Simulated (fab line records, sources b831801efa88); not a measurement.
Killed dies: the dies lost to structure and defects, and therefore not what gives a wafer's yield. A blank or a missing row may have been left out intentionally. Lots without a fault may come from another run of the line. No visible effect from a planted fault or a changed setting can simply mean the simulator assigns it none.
Which tool is to blame? | flow gf180mcu | at 1 step of a route of 602, 6 lots with 18 wafers sampled

## WHAT EACH GAUGE READ, for each wafer
GF_DUAL_GATE_OVL_MEAS_11.
lot  | measured     | on         | DUAL_GATE_OVL (nm)
L495 | day 8 23:38  | overlay-01 | -1.9 -2.6 -2.3
L498 | day 9 23:39  | overlay-02 | -1.2 -1.2 -0.6
L501 | day 10 21:49 | overlay-01 | -1.4 -1.5 -1.5
L504 | day 11 19:29 | overlay-02 | -1.5 -0.3 -1.3
L510 | day 13 21:25 | overlay-01 | -2.8 -0.7 -1.4
L511 | day 14 03:09 | overlay-02 | -0.9 -1.7 -0.7

## WHAT TOOL EACH LOT RAN ON (gives the tool, then ch and the chambers of the sampled wafers, and finally the start)
There is no process step in the record ahead of these readings.

## THE ANSWER, worked out from the rows above alone
Rule: usual is defined by the lots themselves. Put in order of their means at a reading, lots are off if they are a third of the lots or fewer, leave a main group of 4 or more, and stand apart from it by a gap of 3 or more times the standard deviation of the main group's means; of several such gaps the widest counts. Not used: any main group whose means are identical at the precision the tables above print for the reading. Also off: a lot with no number at a reading for which 4 or more lots have one. All remaining lots with rows at the step are treated as sound.
Across all readings shown, no lot is off: no conclusion can be drawn from this.

## WHAT THE SIMULATOR PUT IN
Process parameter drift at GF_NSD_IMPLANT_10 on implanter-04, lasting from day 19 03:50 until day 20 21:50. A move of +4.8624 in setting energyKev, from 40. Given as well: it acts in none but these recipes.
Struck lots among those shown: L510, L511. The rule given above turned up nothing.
